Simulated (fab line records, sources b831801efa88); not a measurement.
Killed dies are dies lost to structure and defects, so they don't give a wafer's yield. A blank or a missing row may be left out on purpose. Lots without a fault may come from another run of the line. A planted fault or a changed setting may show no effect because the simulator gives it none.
Which tool did it? | flow sky130 | 24 lots, 72 wafers sampled, at 6 steps of a route of 708

WHAT THE GAUGES READ, wafer by wafer
The record holds no reading of a measuring or inspecting step that can be judged against a usual standard deviation.

WHICH TOOL RAN EACH LOT (tool, then ch and the chambers of the sampled wafers, then the start)
lot  | SKY_METAL1_ETCH_18                | SKY_METAL2_SPUTTER_03        | SKY_METAL2_SPUTTER_04        | SKY_METAL2_DESCUM_17              | SKY_CAP2M_METAL_ETCH_13           | SKY_VIA4_CMP_21
L074 | rie_metal-04 ch 0,1, day 33 07:20 | pvd_sputter-04, day 34 12:34 | pvd_sputter-04, day 34 12:35 | rie_metal-01 ch 0,1, day 35 15:01 | rie_metal-02 ch 0,1, day 41 06:54 | cmp-02 ch 1,2,3, day 43 10:19
L075 | rie_metal-02 ch 0,1, day 33 08:51 | pvd_sputter-04, day 34 14:25 | pvd_sputter-04, day 34 14:26 | rie_metal-04 ch 0,1, day 35 17:13 | rie_metal-03 ch 0,1, day 41 07:44 | cmp-02 ch 1,2, day 43 10:31
L076 | rie_metal-03 ch 0,1, day 33 21:39 | pvd_sputter-03, day 35 03:01 | pvd_sputter-03, day 35 03:02 | rie_metal-01 ch 0,1, day 36 05:37 | rie_metal-02 ch 0,1, day 41 18:30 | cmp-02 ch 1,2,3, day 43 20:43
L077 | rie_metal-03 ch 0,1, day 34 00:58 | pvd_sputter-02, day 35 06:25 | pvd_sputter-02, day 35 06:26 | rie_metal-04 ch 0,1, day 36 08:37 | rie_metal-03 ch 0,1, day 41 22:14 | cmp-01 ch 0,2,3, day 43 23:41
L078 | rie_metal-04 ch 0,1, day 34 07:47 | pvd_sputter-03, day 35 13:26 | pvd_sputter-03, day 35 13:27 | rie_metal-01 ch 0,1, day 36 15:55 | rie_metal-03 ch 0,1, day 42 04:30 | cmp-02 ch 0,2,3, day 44 03:46
L079 | rie_metal-04 ch 0,1, day 34 19:11 | pvd_sputter-03, day 36 00:08 | pvd_sputter-03, day 36 00:10 | rie_metal-03 ch 1, day 37 01:34   | rie_metal-03 ch 0,1, day 42 14:22 | cmp-01 ch 0,3, day 44 13:39
L080 | rie_metal-03 ch 0,1, day 35 11:22 | pvd_sputter-04, day 36 16:24 | pvd_sputter-04, day 36 16:25 | rie_metal-04 ch 0,1, day 37 18:59 | rie_metal-02 ch 0,1, day 43 04:52 | cmp-01 ch 0,1, day 45 08:08
L081 | rie_metal-03 ch 0,1, day 35 15:54 | pvd_sputter-03, day 36 20:50 | pvd_sputter-03, day 36 20:52 | rie_metal-03 ch 0, day 37 22:49   | rie_metal-04 ch 0,1, day 43 09:14 | cmp-01 ch 0,1,2, day 45 09:37
L082 | rie_metal-03 ch 0,1, day 35 17:30 | pvd_sputter-02, day 36 22:52 | pvd_sputter-02, day 36 22:52 | rie_metal-04 ch 0,1, day 38 01:20 | rie_metal-02 ch 0,1, day 43 10:27 | cmp-01 ch 1,2, day 45 10:31
L083 | rie_metal-03 ch 1, day 35 23:12   | pvd_sputter-04, day 37 04:39 | pvd_sputter-04, day 37 04:40 | rie_metal-01 ch 0,1, day 38 07:19 | rie_metal-04 ch 0,1, day 43 16:44 | cmp-02 ch 0,3, day 45 15:11
L084 | rie_metal-03 ch 1, day 36 12:25   | pvd_sputter-02, day 37 17:16 | pvd_sputter-02, day 37 17:17 | rie_metal-04 ch 0,1, day 38 19:28 | rie_metal-04 ch 0,1, day 44 02:03 | cmp-01 ch 0,1,2, day 45 22:17
L085 | rie_metal-03 ch 1, day 36 17:49   | pvd_sputter-03, day 37 22:53 | pvd_sputter-03, day 37 22:54 | rie_metal-01 ch 0,1, day 39 00:43 | rie_metal-02 ch 0,1, day 44 09:31 | cmp-02 ch 1,2,3, day 46 09:08
L086 | rie_metal-02 ch 0,1, day 36 23:39 | pvd_sputter-03, day 38 04:44 | pvd_sputter-03, day 38 04:46 | rie_metal-03 ch 0, day 39 07:01   | rie_metal-04 ch 0, day 44 11:40   | cmp-01 ch 0,1,3, day 46 11:50
L087 | rie_metal-04 ch 0,1, day 37 13:59 | pvd_sputter-04, day 38 18:49 | pvd_sputter-04, day 38 18:50 | rie_metal-04 ch 0,1, day 39 20:46 | rie_metal-04 ch 0,1, day 45 05:57 | cmp-02 ch 0,1,2, day 47 02:01
L088 | rie_metal-02 ch 0,1, day 37 14:38 | pvd_sputter-04, day 38 19:13 | pvd_sputter-04, day 38 19:14 | rie_metal-01 ch 0,1, day 39 21:10 | rie_metal-02 ch 0,1, day 45 06:20 | cmp-01 ch 0,1,3, day 47 02:58
L089 | rie_metal-03 ch 0,1, day 38 02:48 | pvd_sputter-03, day 39 07:19 | pvd_sputter-03, day 39 07:19 | rie_metal-04 ch 0,1, day 40 09:04 | rie_metal-04 ch 0,1, day 45 11:03 | cmp-01 ch 1,2,3, day 47 07:42
L090 | rie_metal-04 ch 0,1, day 38 08:33 | pvd_sputter-04, day 39 12:40 | pvd_sputter-04, day 39 12:41 | rie_metal-04 ch 0, day 40 14:37   | rie_metal-03 ch 0,1, day 45 15:16 | cmp-01 ch 1,3, day 47 12:15
L091 | rie_metal-04 ch 0,1, day 38 13:56 | pvd_sputter-03, day 39 17:23 | pvd_sputter-03, day 39 17:25 | rie_metal-01 ch 0,1, day 40 18:28 | rie_metal-03 ch 0,1, day 46 04:35 | cmp-01 ch 1,2,3, day 47 23:49
L092 | rie_metal-03 ch 0, day 38 22:24   | pvd_sputter-02, day 40 02:25 | pvd_sputter-02, day 40 02:25 | rie_metal-04 ch 0,1, day 41 04:04 | rie_metal-04 ch 0,1, day 46 07:28 | cmp-02 ch 0,2,3, day 48 03:56
L093 | rie_metal-03 ch 0,1, day 39 03:16 | pvd_sputter-04, day 40 07:15 | pvd_sputter-04, day 40 07:16 | rie_metal-01 ch 0,1, day 41 08:29 | rie_metal-03 ch 0,1, day 46 09:59 | cmp-02 ch 0,2,3, day 48 07:53
L094 | rie_metal-02 ch 0,1, day 39 11:08 | pvd_sputter-02, day 40 14:24 | pvd_sputter-02, day 40 14:25 | rie_metal-03 ch 0,1, day 41 15:58 | rie_metal-02 ch 0,1, day 46 13:32 | cmp-02 ch 2,3, day 48 10:14
L095 | rie_metal-02 ch 0, day 39 18:51   | pvd_sputter-03, day 40 23:08 | pvd_sputter-03, day 40 23:10 | rie_metal-01 ch 1, day 41 23:10   | rie_metal-03 ch 0,1, day 46 17:40 | cmp-01 ch 0,1,2, day 48 13:01
L096 | rie_metal-04 ch 0,1, day 40 03:02 | pvd_sputter-02, day 41 06:49 | pvd_sputter-02, day 41 06:49 | rie_metal-04 ch 0,1, day 42 07:37 | rie_metal-03 ch 0,1, day 47 06:50 | cmp-02 ch 2,3, day 49 02:15
L097 | rie_metal-02 ch 0,1, day 40 08:11 | pvd_sputter-03, day 41 11:35 | pvd_sputter-03, day 41 11:36 | rie_metal-04 ch 0,1, day 42 11:31 | rie_metal-02 ch 0,1, day 47 08:03 | cmp-02 ch 2,3, day 49 02:51
- SKY_METAL1_ETCH_18: etches BARC in N2/H2, stops on SiO2, time 45.9 s, target depth 60 nm.
- SKY_METAL2_SPUTTER_03: material Ti, target thk 5 nm, time 3.3 s.
- SKY_METAL2_SPUTTER_04: material TiN, target thk 70 nm, time 58.3 s.
- SKY_METAL2_DESCUM_17: chemistry O2, time 8 s.
- SKY_CAP2M_METAL_ETCH_13: etches TiN in Cl2/BCl3, stops on SiO2, target depth 220 nm, time 62.9 s.
- SKY_VIA4_CMP_21: polishes, stops on SiO2, t overpolish 25 s, target thk 0 nm.

WHAT THE TOOLS THEMSELVES READ (means of the sampled wafers that have a number; where no wafer has one, the mark that the record gives instead)
SKY_METAL1_ETCH_18. Usual: drypump_motor_current_A 5.89 A, standard deviation 0.28; h2_flow_sccm 200.1 sccm, standard deviation 0.57; oes_product_au 0.855 a.u., standard deviation 0.0048; throttle_valve_pct 13.227 %, standard deviation 0.01.
lot  | tool         | drypump_motor_current_A (A) | h2_flow_sccm (sccm) | oes_product_au (a.u.) | throttle_valve_pct (%) | flag
L074 | rie_metal-04 | 5.77                        | 200.0               | 0.856                 | 13.219                 |
L075 | rie_metal-02 | 5.92                        | 199.1               | 0.853                 | 13.229                 |
L076 | rie_metal-03 | 5.99                        | 200.6               | 0.855                 | 13.223                 |
L077 | rie_metal-03 | 5.84                        | 200.0               | 0.852                 | 13.233                 |
L078 | rie_metal-04 | 5.77                        | 199.8               | 0.854                 | 13.231                 |
L079 | rie_metal-04 | 5.93                        | 200.1               | 0.851                 | 13.231                 |
L080 | rie_metal-03 | 5.82                        | 199.9               | 0.858                 | 13.229                 |
L081 | rie_metal-03 | 5.82                        | 200.1               | 0.855                 | 13.235                 |
L082 | rie_metal-03 | 5.83                        | 200.0               | 0.852                 | 13.226                 |
L083 | rie_metal-03 | 6.09                        | 199.9               | 0.851                 | 13.232                 |
L084 | rie_metal-03 | 6.13                        | 200.1               | 0.857                 | 13.234                 |
L085 | rie_metal-03 | 6.13                        | 200.1               | 0.857                 | 13.227                 |
L086 | rie_metal-02 | 5.90                        | 200.7               | 0.859                 | 13.233                 |
L087 | rie_metal-04 | 5.78                        | 199.7               | 0.858                 | 13.227                 |
L088 | rie_metal-02 | 5.68                        | 199.5               | 0.853                 | 13.228                 |
L089 | rie_metal-03 | 5.83                        | 200.2               | 0.861                 | 13.239                 |
L090 | rie_metal-04 | 5.76                        | 200.0               | 0.854                 | 13.221                 |
L091 | rie_metal-04 | 5.91                        | 200.5               | 0.857                 | 13.219                 |
L092 | rie_metal-03 | 5.68                        | 200.0               | 0.852                 | 13.224                 |
L093 | rie_metal-03 | 5.82                        | 199.8               | 0.857                 | 13.223                 |
L094 | rie_metal-02 | 5.67                        | 199.1               | 0.855                 | 13.221                 |
L095 | rie_metal-02 | 5.42                        | 200.2               | 0.853                 | 13.227                 |
L096 | rie_metal-04 | 5.92                        | 200.4               | 0.853                 | 13.215                 |
L097 | rie_metal-02 | 5.67                        | 200.4               | 0.857                 | 13.224                 |

SKY_METAL2_SPUTTER_03. Usual: throttle_valve_pct 30.1 %, standard deviation 1.
lot  | tool           | throttle_valve_pct (%) | flag
L074 | pvd_sputter-04 | 30.1                   |
L075 | pvd_sputter-04 | 30.4                   |
L076 | pvd_sputter-03 | 30.4                   |
L077 | pvd_sputter-02 | 30.1                   |
L078 | pvd_sputter-03 | 30.9                   |
L079 | pvd_sputter-03 | 29.9                   |
L080 | pvd_sputter-04 | 30.0                   |
L081 | pvd_sputter-03 | 29.7                   |
L082 | pvd_sputter-02 | 30.1                   |
L083 | pvd_sputter-04 | 30.6                   |
L084 | pvd_sputter-02 | 30.0                   |
L085 | pvd_sputter-03 | 29.5                   |
L086 | pvd_sputter-03 | 30.0                   |
L087 | pvd_sputter-04 | 30.3                   |
L088 | pvd_sputter-04 | 29.8                   |
L089 | pvd_sputter-03 | 30.2                   |
L090 | pvd_sputter-04 | 30.5                   |
L091 | pvd_sputter-03 | 29.8                   |
L092 | pvd_sputter-02 | 29.3                   |
L093 | pvd_sputter-04 | 30.0                   |
L094 | pvd_sputter-02 | 29.5                   |
L095 | pvd_sputter-03 | 30.0                   |
L096 | pvd_sputter-02 | 29.5                   |
L097 | pvd_sputter-03 | 30.5                   |

SKY_METAL2_SPUTTER_04. Usual: throttle_valve_pct 30.1 %, standard deviation 1.
lot  | tool           | throttle_valve_pct (%) | flag
L074 | pvd_sputter-04 | 30.0                   |
L075 | pvd_sputter-04 | 30.2                   |
L076 | pvd_sputter-03 | 30.3                   |
L077 | pvd_sputter-02 | 30.2                   |
L078 | pvd_sputter-03 | 30.7                   |
L079 | pvd_sputter-03 | 29.7                   |
L080 | pvd_sputter-04 | 30.2                   |
L081 | pvd_sputter-03 | 29.8                   |
L082 | pvd_sputter-02 | 30.0                   |
L083 | pvd_sputter-04 | 30.7                   |
L084 | pvd_sputter-02 | 30.0                   |
L085 | pvd_sputter-03 | 29.5                   |
L086 | pvd_sputter-03 | 29.8                   |
L087 | pvd_sputter-04 | 30.4                   |
L088 | pvd_sputter-04 | 29.8                   |
L089 | pvd_sputter-03 | 30.2                   |
L090 | pvd_sputter-04 | 30.5                   |
L091 | pvd_sputter-03 | 30.0                   |
L092 | pvd_sputter-02 | 29.4                   |
L093 | pvd_sputter-04 | 29.9                   |
L094 | pvd_sputter-02 | 29.4                   |
L095 | pvd_sputter-03 | 30.1                   |
L096 | pvd_sputter-02 | 29.4                   |
L097 | pvd_sputter-03 | 30.3                   |

SKY_METAL2_DESCUM_17. Usual: drypump_motor_current_A 5.9 A, standard deviation 0.43; oes_product_au 0.993 a.u., standard deviation 0.015.
lot  | tool         | drypump_motor_current_A (A) | oes_product_au (a.u.) | flag
L074 | rie_metal-01 | 6.2                         | 0.996                 |
L075 | rie_metal-04 | 5.9                         | 0.984                 |
L076 | rie_metal-01 | 6.1                         | 0.998                 |
L077 | rie_metal-04 | 5.8                         | 0.994                 |
L078 | rie_metal-01 | 6.2                         | 1.003                 |
L079 | rie_metal-03 | 6.1                         | 1.014                 |
L080 | rie_metal-04 | 5.8                         | 0.980                 |
L081 | rie_metal-03 | 5.7                         | 1.000                 |
L082 | rie_metal-04 | 5.8                         | 0.992                 |
L083 | rie_metal-01 | 5.7                         | 0.996                 |
L084 | rie_metal-04 | 5.8                         | 0.986                 |
L085 | rie_metal-01 | 6.2                         | 1.007                 |
L086 | rie_metal-03 | 5.7                         | 1.001                 |
L087 | rie_metal-04 | 5.8                         | 0.983                 |
L088 | rie_metal-01 | 6.2                         | 1.010                 |
L089 | rie_metal-04 | 5.9                         | 0.977                 |
L090 | rie_metal-04 | 6.1                         | 0.969                 |
L091 | rie_metal-01 | 5.7                         | 0.995                 |
L092 | rie_metal-04 | 5.8                         | 0.993                 |
L093 | rie_metal-01 | 6.2                         | 0.999                 |
L094 | rie_metal-03 | 5.8                         | 0.995                 |
L095 | rie_metal-01 | 5.3                         | 0.995                 |
L096 | rie_metal-04 | 5.8                         | 0.987                 |
L097 | rie_metal-04 | 5.9                         | 0.982                 |

SKY_CAP2M_METAL_ETCH_13. Usual: drypump_motor_current_A 5.84 A, standard deviation 0.29; oes_product_au 0.943 a.u., standard deviation 0.0082; throttle_valve_pct 21.900 %, standard deviation 0.01.
lot  | tool         | drypump_motor_current_A (A) | oes_product_au (a.u.) | throttle_valve_pct (%) | flag
L074 | rie_metal-02 | 5.65                        | 0.935                 | 21.904                 |
L075 | rie_metal-03 | 5.98                        | 0.941                 | 21.906                 |
L076 | rie_metal-02 | 5.66                        | 0.944                 | 21.890                 |
L077 | rie_metal-03 | 5.84                        | 0.943                 | 21.903                 |
L078 | rie_metal-03 | 6.00                        | 0.934                 | 21.900                 |
L079 | rie_metal-03 | 5.96                        | 0.936                 | 21.910                 |
L080 | rie_metal-02 | 5.66                        | 0.938                 | 21.909                 |
L081 | rie_metal-04 | 5.76                        | 0.943                 | 21.903                 |
L082 | rie_metal-02 | 5.91                        | 0.954                 | 21.892                 |
L083 | rie_metal-04 | 5.77                        | 0.948                 | 21.899                 |
L084 | rie_metal-04 | 5.91                        | 0.946                 | 21.897                 |
L085 | rie_metal-02 | 5.90                        | 0.938                 | 21.908                 |
L086 | rie_metal-04 | 6.08                        | 0.941                 | 21.900                 |
L087 | rie_metal-04 | 5.75                        | 0.933                 | 21.901                 |
L088 | rie_metal-02 | 5.90                        | 0.950                 | 21.888                 |
L089 | rie_metal-04 | 5.92                        | 0.949                 | 21.892                 |
L090 | rie_metal-03 | 5.96                        | 0.941                 | 21.897                 |
L091 | rie_metal-03 | 5.97                        | 0.952                 | 21.910                 |
L092 | rie_metal-04 | 5.93                        | 0.939                 | 21.903                 |
L093 | rie_metal-03 | 5.98                        | 0.945                 | 21.898                 |
L094 | rie_metal-02 | 5.90                        | 0.948                 | 21.895                 |
L095 | rie_metal-03 | 5.98                        | 0.944                 | 21.901                 |
L096 | rie_metal-03 | 5.84                        | 0.944                 | 21.902                 |
L097 | rie_metal-02 | 5.66                        | 0.946                 | 21.906                 |

SKY_VIA4_CMP_21. Usual: motor_current_A 11.0 A, standard deviation 1.4; overpolish_run_s 25.000 s, standard deviation 0.009; retaining_ring_pressure_frac 1.000, standard deviation 0.0052; slurry_filter_dp_kPa 13.49 kPa, standard deviation 0.15; time_to_endpoint_s 123 s, standard deviation 4.
lot  | tool   | motor_current_A (A) | overpolish_run_s (s) | retaining_ring_pressure_frac | slurry_filter_dp_kPa (kPa) | time_to_endpoint_s (s) | flag
L074 | cmp-02 | 9.9                 | 25.006               | 1.002                        | 13.42                      | 119                    |
L075 | cmp-02 | 9.8                 | 25.002               | 1.001                        | 13.23                      | 121                    |
L076 | cmp-02 | 10.3                | 24.999               | 1.003                        | 13.43                      | 123                    |
L077 | cmp-01 | 12.5                | 24.998               | 0.995                        | 13.48                      | 122                    |
L078 | cmp-02 | 10.0                | 24.998               | 1.002                        | 13.57                      | 122                    |
L079 | cmp-01 | 12.4                | 24.990               | 0.998                        | 13.43                      | 126                    |
L080 | cmp-01 | 12.2                | 24.998               | 1.002                        | 13.43                      | 120                    |
L081 | cmp-01 | 12.1                | 24.994               | 1.000                        | 13.41                      | 121                    |
L082 | cmp-01 | 12.0                | 24.999               | 1.001                        | 13.50                      | 125                    |
L083 | cmp-02 | 10.1                | 25.006               | 1.000                        | 13.40                      | 129                    |
L084 | cmp-01 | 12.2                | 25.006               | 1.002                        | 13.47                      | 124                    |
L085 | cmp-02 | 9.9                 | 25.001               | 1.004                        | 13.44                      | 126                    |
L086 | cmp-01 | 11.9                | 25.002               | 0.999                        | 13.54                      | 122                    |
L087 | cmp-02 | 9.4                 | 24.993               | 0.996                        | 13.55                      | 124                    |
L088 | cmp-01 | 12.0                | 25.000               | 0.997                        | 13.39                      | 122                    |
L089 | cmp-01 | 12.0                | 24.996               | 1.001                        | 13.65                      | 121                    |
L090 | cmp-01 | 11.5                | 24.998               | 0.999                        | 13.43                      | 120                    |
L091 | cmp-01 | 12.4                | 25.017               | 0.997                        | 13.50                      | 122                    |
L092 | cmp-02 | 9.7                 | 25.001               | 1.000                        | 13.53                      | 127                    |
L093 | cmp-02 | 9.6                 | 25.004               | 1.002                        | 13.49                      | 128                    |
L094 | cmp-02 | 10.3                | 25.007               | 1.007                        | 13.57                      | 119                    |
L095 | cmp-01 | 12.0                | 25.008               | 1.000                        | 13.51                      | 118                    |
L096 | cmp-02 | 10.6                | 24.998               | 0.998                        | 13.51                      | 126                    |
L097 | cmp-02 | 10.6                | 24.993               | 1.007                        | 13.49                      | 121                    |

THE ANSWER, worked out from the rows above alone
Rule: a lot is off if the mean of its wafers that have a number lies more than 3 standard deviations from the usual mean. A lot without any number at a reading at which 4 lots or more have one is off too. The other lots that the step has rows for count as sound. The gauges are gone through in route order, then the tools' own readings, and for those a lot's mean is taken as printed above. The first step at which some lot is off is used, and at that step the reading that is off furthest; a lot without a number counts as furthest.
No lot is off at any reading shown: from this, nothing can be told.

WHAT THE SIMULATOR HAD PUT IN
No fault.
